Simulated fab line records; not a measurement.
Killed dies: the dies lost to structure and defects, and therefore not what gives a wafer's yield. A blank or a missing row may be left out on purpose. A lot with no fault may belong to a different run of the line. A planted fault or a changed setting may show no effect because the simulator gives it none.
Which of the tools did it? || flow sky130 || 13 lots with 39 wafers sampled at 2 steps, on a route of 708 steps

## WHAT THE GAUGES SHOWED, per wafer
SKY_VT_ADJUST_HVTR_OVL_MEAS_08. Usual: VT_ADJUST_HVTR_OVL gives 0.0 nm (standard deviation 1.5).
{"lot": "L507", "measured": "day 9 11:44", "on": "overlay-02", "VT_ADJUST_HVTR_OVL (nm)": "-1.0 0.9 0.8", "flag": ""}
{"lot": "L508", "measured": "day 9 21:09", "on": "overlay-01", "VT_ADJUST_HVTR_OVL (nm)": "-1.2 -0.8 -1.1", "flag": ""}
{"lot": "L509", "measured": "day 10 04:11", "on": "overlay-02", "VT_ADJUST_HVTR_OVL (nm)": "1.7 1.0 0.7", "flag": ""}
{"lot": "L510", "measured": "day 10 13:34", "on": "overlay-02", "VT_ADJUST_HVTR_OVL (nm)": "0.8 0.2 -0.1", "flag": ""}
{"lot": "L514", "measured": "day 11 20:14", "on": "overlay-02", "VT_ADJUST_HVTR_OVL (nm)": "-1.1 -2.0 -1.8", "flag": ""}
{"lot": "L518", "measured": "day 13 00:03", "on": "overlay-01", "VT_ADJUST_HVTR_OVL (nm)": "0.7 -0.8 0.3", "flag": ""}
{"lot": "L519", "measured": "day 13 07:50", "on": "overlay-02", "VT_ADJUST_HVTR_OVL (nm)": "-3.0 -4.1 -3.4", "flag": ""}
{"lot": "L521", "measured": "day 13 20:05", "on": "overlay-01", "VT_ADJUST_HVTR_OVL (nm)": "-0.8 1.2 1.4", "flag": ""}
{"lot": "L522", "measured": "day 14 02:03", "on": "overlay-01", "VT_ADJUST_HVTR_OVL (nm)": "0.6 1.3 1.0", "flag": ""}
{"lot": "L525", "measured": "day 15 04:05", "on": "overlay-01", "VT_ADJUST_HVTR_OVL (nm)": "-0.7 -0.4 -0.2", "flag": ""}
{"lot": "L526", "measured": "day 15 08:18", "on": "overlay-01", "VT_ADJUST_HVTR_OVL (nm)": "0.1 -0.4 -1.2", "flag": ""}
{"lot": "L529", "measured": "day 16 04:12", "on": "overlay-01", "VT_ADJUST_HVTR_OVL (nm)": "0.6 2.1 0.8", "flag": ""}
{"lot": "L530", "measured": "day 16 15:09", "on": "overlay-01", "VT_ADJUST_HVTR_OVL (nm)": "0.7 0.6 -0.3", "flag": ""}

SKY_SONOS_ONO_OVL_MEAS_14. Usual: SONOS_ONO_OVL gives 1.1 nm (standard deviation 1.1).
{"lot": "L507", "measured": "day 12 16:05", "on": "overlay-02", "SONOS_ONO_OVL (nm)": "1.1 0.8 0.9", "flag": ""}
{"lot": "L508", "measured": "day 13 03:50", "on": "overlay-01", "SONOS_ONO_OVL (nm)": "0.4 -0.3 0.6", "flag": ""}
{"lot": "L509", "measured": "day 13 14:11", "on": "overlay-02", "SONOS_ONO_OVL (nm)": "0.2 0.0 1.9", "flag": ""}
{"lot": "L510", "measured": "day 13 19:38", "on": "overlay-02", "SONOS_ONO_OVL (nm)": "-0.3 1.7 3.1", "flag": ""}
{"lot": "L514", "measured": "day 15 10:05", "on": "overlay-01", "SONOS_ONO_OVL (nm)": "1.5 1.3 3.1", "flag": ""}
{"lot": "L518", "measured": "day 16 15:56", "on": "overlay-01", "SONOS_ONO_OVL (nm)": "0.6 0.7 1.2", "flag": ""}
{"lot": "L519", "measured": "day 17 01:53", "on": "overlay-01", "SONOS_ONO_OVL (nm)": "1.0 0.2 0.2", "flag": ""}
{"lot": "L521", "measured": "day 17 14:38", "on": "overlay-01", "SONOS_ONO_OVL (nm)": "1.7 3.4 1.7", "flag": ""}
{"lot": "L522", "measured": "day 17 23:11", "on": "overlay-01", "SONOS_ONO_OVL (nm)": "1.8 1.4 0.8", "flag": ""}
{"lot": "L525", "measured": "day 19 01:41", "on": "overlay-02", "SONOS_ONO_OVL (nm)": "2.4 1.6 0.8", "flag": ""}
{"lot": "L526", "measured": "day 19 05:16", "on": "overlay-02", "SONOS_ONO_OVL (nm)": "1.5 0.9 1.1", "flag": ""}
{"lot": "L529", "measured": "day 20 03:30", "on": "overlay-02", "SONOS_ONO_OVL (nm)": "2.6 2.0 2.1", "flag": ""}
{"lot": "L530", "measured": "day 20 15:06", "on": "overlay-01", "SONOS_ONO_OVL (nm)": "2.6 1.6 0.4", "flag": ""}

## EACH LOT AND THE TOOL THAT RAN IT (in order: tool; ch and the chambers of the sampled wafers; start)
Record: no process step prior to these readings.

## AS READ BY THE TOOLS THEMSELVES (means over the sampled wafers that have a number; for cases with no such wafer, the mark the record gives instead)
The record holds no such reading with a usual standard deviation.

## THE ANSWER, worked out from the rows above alone
Rule: take the mean of a lot's wafers that have a number; if it is more than 3 standard deviations from the usual mean, the lot is off. A lot without any number at a reading at which 4 lots or more have one is off too. The other lots that the step has rows for count as sound. The gauges are gone through in route order, then the tools' own readings, and for those a lot's mean is taken as printed above. At the first step where some lot is off, the reading lying furthest off is the one used; lots without a number count as furthest.
No lot is off at any reading shown: from this, nothing can be told.

## WHAT THE SIMULATOR HAD INSERTED
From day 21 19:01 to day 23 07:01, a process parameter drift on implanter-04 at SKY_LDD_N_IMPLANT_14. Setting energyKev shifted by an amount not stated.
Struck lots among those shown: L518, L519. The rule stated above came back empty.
